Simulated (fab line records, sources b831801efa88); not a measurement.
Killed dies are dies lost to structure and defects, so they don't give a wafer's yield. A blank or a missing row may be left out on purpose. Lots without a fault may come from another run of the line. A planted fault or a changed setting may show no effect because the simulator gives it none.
Problem report in the 8D (eight disciplines) form, filled by code | flow gf180mcu | the parts of the form that need people (team, actions taken, sign-off) are left out

1. THE PROBLEM
temp_c at GF_SAB_WET_ETCH_12 reads a mean of 25.48 C on 2 wafers of 2 lots; wafers without a fault read 25.00 C with a standard deviation of 0.1. That is +4.8 standard deviations from the usual mean.
The step: etches SiO2 in dHF, target depth 22 nm, time 440 s.
First seen on wafer L589.4, day 17 17:19, on wet_bench-03. The record holds 14 wafers of 6 lots with a number at this step. Rule for "out", or "out of limits": more than 4 standard deviations from the usual mean. The other wafers with a number count as sound.

2. WHAT IT IS AND WHAT IT IS NOT
question                    | is                     | is not
which readings at this step | temp_c                 | -
which lots                  | L589, L591             | L586, L587, L598, L603
which wafers of those lots  | all that have a number | -
read on which tools         | wet_bench-03           | wet_bench-01, wet_bench-04
when                        | from day 17 17:19      | up to then (6 sound wafers); but 6 sound wafers of L598, L603 came after

3. SUSPECTS, AND WHAT RULES EACH OUT
Counting: a tool at a process step up to the reading stays a suspect if it ran every lot that is out and no sound lot after the first of them.
- wet_bench-03 at GF_SAB_WET_ETCH_12 (etches SiO2 in dHF, target depth 22 nm, time 440 s): kept. It ran every lot that is out, first L589 (day 17 17:19), and no sound lot after that; its last sound lot up to then is L587 (day 17 02:59). Its own readings are out on those wafers: temp_c.
Left after counting: wet_bench-03 at GF_SAB_WET_ETCH_12.

4. THE CAUSE (what the simulator had put in)
Process parameter drift: wet_bench-03, from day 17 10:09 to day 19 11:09, at GF_SAB_WET_ETCH_12. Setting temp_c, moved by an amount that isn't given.
Counting left only this tool.

5. THE CHAIN OF EFFECTS, in route order
Each row: a reading whose mean over the struck wafers that have a number lies more than 3 standard deviations from the usual. Only readings for which the record gives a usual standard deviation are gone through. hours: the time from each lot's start at the first step in this table that gives one to its start at this step, as a median over the lots. sigmas: the change in usual standard deviations.
hours | step               | reading | usual   | on struck wafers | change | sigmas
0     | GF_SAB_WET_ETCH_12 | temp_c  | 25.00 C | 25.48            | +0.48  | +4.8
The process steps in it:
- GF_SAB_WET_ETCH_12: etches SiO2 in dHF, target depth 22 nm, time 440 s.

6. WHAT WOULD HAVE CAUGHT IT SOONER
In this record the first reading out of limits was taken at day 17 17:19, 7 hours after the fault began at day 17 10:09.
